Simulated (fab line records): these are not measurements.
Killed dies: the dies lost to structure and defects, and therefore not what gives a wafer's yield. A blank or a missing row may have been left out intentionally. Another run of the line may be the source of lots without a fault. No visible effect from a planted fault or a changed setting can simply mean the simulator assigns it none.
fab line records -- flow sky130
[record] lots = 13, wafers = 39, last_day = 50
route steps=708 shown PWDE@53 VT_ADJUST_HVTR@138 SONOS_ONO@171
lots that met no fault: from a run of the same line without faults
start_h: hours from the record's opening day to when the first of the lot's shown wafers began -- wait_h: time in hours since the lot's previous step -- " the same as in the row above -- L1.1+2: several wafers, shown together as one row -- - either no value or no given start -- * or withheld: withheld -- < > ~ a bound
route shown NAME@n: a module of which the file shows steps, and the number in the route of the first -- usual: the fault-free wafers' mean and standard deviation -- same: alike in all rows -- chamber/n: place in a boat -- sites: readings site by site -- _std_site: standard deviation of those values -- _edge_site: inner sites' mean taken away from outer sites' mean -- radius_mm: for every site, how far away it sits from the centre of the wafer -- mask NAME#n: copy n -- behind: the last tool/chamber to shape the wafer -- hold: what put the lot on hold/how long, in hours/how the hold closed -- device: the transistor (n, p or np) that didn't switch -- end of line: the same wafers' tests at the end of the route -- a step with no rows: only its recipe -- killed: dies lost to structure and defects at the first sort, not the wafer's yield -- map: per-die view of a wafer (x killed, . not killed, _ where there is no die)
set.NAME: the setting the step ran with; set.NAME@STEP: the setting that earlier step ran with -- model.NAME: the simulator's own value behind a step, which no gauge read
a sample of lots followed through the steps of the route, with each step as a table and each wafer as a row
services: the hour from which a tool's chamber was out of use, counted from the record's first day as start_h (under 0 if before that day), plus the number of hours and why
[[steps]]
[step SKY_PWDE_IMPLANT_08]
[recipe] species = B, energy_kev = 150, dose_cm2 = 3.6e+12, tilt_deg = withheld
[usual] dose_ions_cm2 = 3.6e+12/3.7e+09
lot.wafer,tool,chamber,start_h,wait_h,dose_ions_cm2
L141.2,implanter-01,0,69.25,0.0,3.603e+12
L141.3,implanter-01,0,69.25,0.0,3.601e+12
L141.6,implanter-01,0,69.25,0.0,3.603e+12
L142.1,implanter-04,0,72.75,0.0,3.598e+12
L142.5,implanter-04,0,72.75,0.0,3.603e+12
L142.6,implanter-04,0,72.75,0.0,3.6e+12
L144.4,implanter-04,0,87.35,0.1,3.596e+12
L144.5,implanter-04,0,87.35,0.1,3.592e+12
L144.6,implanter-04,0,87.35,0.1,3.592e+12
L145.1,implanter-04,0,92.97,0.0,3.606e+12
L145.2,implanter-04,0,92.97,0.0,3.6e+12
L145.3,implanter-04,0,92.97,0.0,3.599e+12
L147.1,implanter-03,0,100.02,0.0,3.597e+12
L147.3,implanter-03,0,100.02,0.0,3.601e+12
L147.6,implanter-03,0,100.02,0.0,3.595e+12
L149.1,implanter-01,0,117.55,0.0,3.601e+12
L149.3,implanter-01,0,117.55,0.0,3.598e+12
L149.6,implanter-01,0,117.55,0.0,3.598e+12
L151.4,implanter-04,0,122.84,0.1,3.597e+12
L151.5,implanter-04,0,122.84,0.1,3.6e+12
L151.6,implanter-04,0,122.84,0.1,3.598e+12
L153.3,implanter-04,0,137.17,0.1,3.498e+12
L153.5,implanter-04,0,137.17,0.1,3.497e+12
L153.6,implanter-04,0,137.17,0.1,3.494e+12
L156.1,implanter-03,0,153.92,0.0,3.601e+12
L156.5,implanter-03,0,153.92,0.0,3.593e+12
L156.6,implanter-03,0,153.92,0.0,3.601e+12
L158.1,implanter-04,0,164.67,0.0,3.491e+12
L158.4,implanter-04,0,164.67,0.0,3.494e+12
L158.6,implanter-04,0,164.67,0.0,3.494e+12
L161.4,implanter-03,0,182.30,0.1,3.599e+12
L161.5,implanter-03,0,182.30,0.1,3.6e+12
L161.6,implanter-03,0,182.30,0.1,3.607e+12
L162.3,implanter-03,0,187.92,0.1,3.596e+12
L162.5,implanter-03,0,187.92,0.1,3.603e+12
L162.6,implanter-03,0,187.92,0.1,3.603e+12
L164.2,implanter-03,0,195.59,0.0,3.6e+12
L164.4,implanter-03,0,195.59,0.0,3.603e+12
L164.6,implanter-03,0,195.59,0.0,3.602e+12
[step SKY_NWELL_RS_MEAS_31]
[recipe] thk_meas_gauge = four-point-probe
[usual] PWDE_RS = 5268/18
lot.wafer,tool,chamber,start_h,wait_h,PWDE_RS[ohm/sq]
L141.2,film_metro-03,-,104.19,0.1,5268
L141.3,film_metro-03,-,104.19,0.1,5260
L141.6,film_metro-03,-,104.19,0.1,5264
L142.1,film_metro-02,-,108.82,0.1,5250
L142.5,film_metro-02,-,108.82,0.1,5267
L142.6,film_metro-02,-,108.82,0.1,5265
L144.4,film_metro-04,-,123.44,0.1,5272
L144.5,film_metro-04,-,123.44,0.1,5251
L144.6,film_metro-04,-,123.44,0.1,5266
L145.1,film_metro-04,-,130.62,0.1,5261
L145.2,film_metro-04,-,130.62,0.1,5246
L145.3,film_metro-04,-,130.62,0.1,5256
L147.1,film_metro-04,-,138.28,0.1,5276
L147.3,film_metro-04,-,138.28,0.1,5283
L147.6,film_metro-04,-,138.28,0.1,5266
L149.1,film_metro-04,-,157.49,0.1,5274
L149.3,film_metro-04,-,157.49,0.1,5242
L149.6,film_metro-04,-,157.49,0.1,5254
L151.4,film_metro-03,-,163.30,0.1,5277
L151.5,film_metro-03,-,163.30,0.1,5261
L151.6,film_metro-03,-,163.30,0.1,5252
L153.3,film_metro-03,-,178.66,0.1,5412
L153.5,film_metro-03,-,178.66,0.1,5414
L153.6,film_metro-03,-,178.66,0.1,5383
L156.1,film_metro-04,-,195.49,0.1,5269
L156.5,film_metro-04,-,195.49,0.1,5277
L156.6,film_metro-04,-,195.49,0.1,5272
L158.1,film_metro-04,-,209.02,0.1,5404
L158.4,film_metro-04,-,209.02,0.1,5392
L158.6,film_metro-04,-,209.02,0.1,5388
L161.4,film_metro-04,-,226.78,0.1,5257
L161.5,film_metro-04,-,226.78,0.1,5272
L161.6,film_metro-04,-,226.78,0.1,5252
L162.3,film_metro-03,-,232.66,0.1,5260
L162.5,film_metro-03,-,232.66,0.1,5252
L162.6,film_metro-03,-,232.66,0.1,5267
L164.2,film_metro-04,-,241.79,0.1,5284
L164.4,film_metro-04,-,241.79,0.1,5259
L164.6,film_metro-04,-,241.79,0.1,5280
[step SKY_VT_ADJUST_HVTR_CD_MEAS_07]
[recipe] target_cd_nm = 380
[usual] cd_nm = 380.2/2.3
lot.wafer,tool,chamber,start_h,wait_h,cd_nm
L141.2,cd_sem-01,-,201.40,0.1,378.0
L141.3,cd_sem-01,-,201.40,0.1,376.5
L141.6,cd_sem-01,-,201.40,0.1,377.6
L142.1,cd_sem-02,-,207.83,0.1,381.0
L142.5,cd_sem-02,-,207.83,0.1,382.7
L142.6,cd_sem-02,-,207.83,0.1,383.7
L144.4,cd_sem-01,-,226.34,0.1,380.3
L144.5,cd_sem-01,-,226.34,0.1,378.3
L144.6,cd_sem-01,-,226.34,0.1,381.1
L145.1,cd_sem-02,-,233.19,0.1,381.9
L145.2,cd_sem-02,-,233.19,0.1,381.8
L145.3,cd_sem-02,-,233.19,0.1,381.1
L147.1,cd_sem-02,-,243.23,0.1,377.6
L147.3,cd_sem-02,-,243.23,0.1,377.7
L147.6,cd_sem-02,-,243.23,0.1,378.5
L149.1,cd_sem-02,-,265.29,0.1,382.4
L149.3,cd_sem-02,-,265.29,0.1,381.8
L149.6,cd_sem-02,-,265.29,0.1,381.3
L151.4,cd_sem-01,-,272.56,0.1,376.0
L151.5,cd_sem-01,-,272.56,0.1,380.0
L151.6,cd_sem-01,-,272.56,0.1,378.8
L153.3,cd_sem-02,-,293.77,0.1,377.9
L153.5,cd_sem-02,-,293.77,0.1,378.4
L153.6,cd_sem-02,-,293.77,0.1,381.0
L156.1,cd_sem-02,-,313.44,0.1,382.5
L156.5,cd_sem-02,-,313.44,0.1,382.8
L156.6,cd_sem-02,-,313.44,0.1,384.5
L158.1,cd_sem-02,-,330.19,0.1,378.7
L158.4,cd_sem-02,-,330.19,0.1,378.1
L158.6,cd_sem-02,-,330.19,0.1,381.7
L161.4,cd_sem-01,-,352.80,0.1,380.7
L161.5,cd_sem-01,-,352.80,0.1,377.9
L161.6,cd_sem-01,-,352.80,0.1,379.4
L162.3,cd_sem-02,-,358.63,0.1,381.0
L162.5,cd_sem-02,-,358.63,0.1,384.7
L162.6,cd_sem-02,-,358.63,0.1,380.2
L164.2,cd_sem-02,-,370.55,0.1,381.6
L164.4,cd_sem-02,-,370.55,0.1,378.1
L164.6,cd_sem-02,-,370.55,0.1,379.1
[step SKY_VT_ADJUST_HVTR_OVL_MEAS_08]
[usual] VT_ADJUST_HVTR_OVL = 0.3/1.5
lot.wafer,tool,chamber,start_h,wait_h,VT_ADJUST_HVTR_OVL[nm]
L141.2,overlay-02,-,201.51,0.1,-2.1
L141.3,overlay-02,-,201.51,0.1,-2.2
L141.6,overlay-02,-,201.51,0.1,-0.4
L142.1,overlay-02,-,207.95,0.1,1.6
L142.5,overlay-02,-,207.95,0.1,0.7
L142.6,overlay-02,-,207.95,0.1,0.4
L144.4,overlay-01,-,226.42,0.1,0.7
L144.5,overlay-01,-,226.42,0.1,0.8
L144.6,overlay-01,-,226.42,0.1,-0.7
L145.1,overlay-01,-,233.31,0.1,1.8
L145.2,overlay-01,-,233.31,0.1,1.1
L145.3,overlay-01,-,233.31,0.1,0.2
L147.1,overlay-02,-,243.35,0.1,-1.4
L147.3,overlay-02,-,243.35,0.1,-0.5
L147.6,overlay-02,-,243.35,0.1,-1.1
L149.1,overlay-01,-,265.41,0.1,1.5
L149.3,overlay-01,-,265.41,0.1,1.6
L149.6,overlay-01,-,265.41,0.1,0.1
L151.4,overlay-01,-,272.63,0.1,0.1
L151.5,overlay-01,-,272.63,0.1,1.4
L151.6,overlay-01,-,272.63,0.1,1.5
L153.3,overlay-02,-,293.86,0.1,-0.9
L153.5,overlay-02,-,293.86,0.1,0.0
L153.6,overlay-02,-,293.86,0.1,0.4
L156.1,overlay-02,-,313.56,0.1,-0.3
L156.5,overlay-02,-,313.56,0.1,-1.8
L156.6,overlay-02,-,313.56,0.1,-0.2
L158.1,overlay-01,-,330.31,0.1,-1.0
L158.4,overlay-01,-,330.31,0.1,-1.3
L158.6,overlay-01,-,330.31,0.1,-1.2
L161.4,overlay-02,-,352.88,0.1,1.1
L161.5,overlay-02,-,352.88,0.1,0.2
L161.6,overlay-02,-,352.88,0.1,-0.2
L162.3,overlay-01,-,358.73,0.1,3.4
L162.5,overlay-01,-,358.73,0.1,1.3
L162.6,overlay-01,-,358.73,0.1,1.9
L164.2,overlay-01,-,370.65,0.1,0.3
L164.4,overlay-01,-,370.65,0.1,-1.5
L164.6,overlay-01,-,370.65,0.1,0.0
[step SKY_SONOS_ONO_THK_MEAS_03]
[recipe] reads = Si3N4_of_SONOS_ONO_CVD_02
[usual] SONOS_ONO_CVD_02_THK = 10.51/0.11
lot.wafer,tool,chamber,start_h,wait_h,SONOS_ONO_CVD_02_THK[nm]
L141.2,film_metro-04,-,252.07,0.0,10.41
L141.3,film_metro-04,-,252.07,0.0,10.36
L141.6,film_metro-04,-,252.07,0.0,10.47
L142.1,film_metro-03,-,258.14,0.0,10.26
L142.5,film_metro-03,-,258.14,0.0,10.28
L142.6,film_metro-03,-,258.14,0.0,10.37
L144.4,film_metro-03,-,279.24,0.0,10.56
L144.5,film_metro-03,-,279.24,0.0,10.54
L144.6,film_metro-03,-,279.24,0.0,10.51
L145.1,film_metro-01,-,285.51,0.0,10.44
L145.2,film_metro-01,-,285.51,0.0,10.32
L145.3,film_metro-01,-,285.51,0.0,10.51
L147.1,film_metro-04,-,296.26,0.0,10.50
L147.3,film_metro-04,-,296.26,0.0,10.57
L147.6,film_metro-04,-,296.26,0.0,10.54
L149.1,film_metro-03,-,320.88,0.0,10.47
L149.3,film_metro-03,-,320.88,0.0,10.58
L149.6,film_metro-03,-,320.88,0.0,10.56
L151.4,film_metro-04,-,328.45,0.0,10.64
L151.5,film_metro-04,-,328.45,0.0,10.66
L151.6,film_metro-04,-,328.45,0.0,10.73
L153.3,film_metro-01,-,353.15,0.0,10.60
L153.5,film_metro-01,-,353.15,0.0,10.54
L153.6,film_metro-01,-,353.15,0.0,10.55
L156.1,film_metro-01,-,372.27,0.0,10.69
L156.5,film_metro-01,-,372.27,0.0,10.67
L156.6,film_metro-01,-,372.27,0.0,10.65
L158.1,film_metro-01,-,392.00,0.0,10.47
L158.4,film_metro-01,-,392.00,0.0,10.50
L158.6,film_metro-01,-,392.00,0.0,10.59
L161.4,film_metro-04,-,415.46,0.0,10.55
L161.5,film_metro-04,-,415.46,0.0,10.58
L161.6,film_metro-04,-,415.46,0.0,10.47
L162.3,film_metro-04,-,420.58,0.0,10.48
L162.5,film_metro-04,-,420.58,0.0,10.62
L162.6,film_metro-04,-,420.58,0.0,10.50
L164.2,film_metro-01,-,432.76,0.0,10.31
L164.4,film_metro-01,-,432.76,0.0,10.33
L164.6,film_metro-01,-,432.76,0.0,10.33
[[services]]
tool,chamber,start_h,hours,kind
implanter-01,-,100.73,0.7,repair
implanter-01,-,165.39,0.6,repair
implanter-04,-,184.33,8.7,repair
implanter-04,-,194.26,3.9,repair
[[key]]
[first_sign] step = SKY_PWDE_IMPLANT_08, reading = dose_ions_cm2, direction = down, sigmas = 28, usual = *, struck = *
[effect] step = SKY_NWELL_RS_MEAS_31, reading = PWDE_RS, direction = up, sigmas = 7.2, usual = 5268, struck = 5399
met_at SKY_PWDE_IMPLANT_08
struck_lots L153,L158
tester_left_out L153,L158
not_acting_at SKY_VT_ADJUST_HVTR_CD_MEAS_07,SKY_VT_ADJUST_HVTR_OVL_MEAS_08,SKY_SONOS_ONO_THK_MEAS_03
onset_between 122.84 137.17
[fault] kind = process_parameter_drift, tool = implanter-04, chamber = -, onset_h = 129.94, steps = SKY_PWDE_IMPLANT_08, channel = dose_cm2, offset = *, shape = step, end_h = 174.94, acts_in = *, stated = *
// tester_left_out: of these lots the tester's yield and bins aren't shown, on N5 and GAA mostly nor the transistor test; their killed dies are dies lost to structure and defects alone, not to doping, threshold or leakage, so they don't give the yield
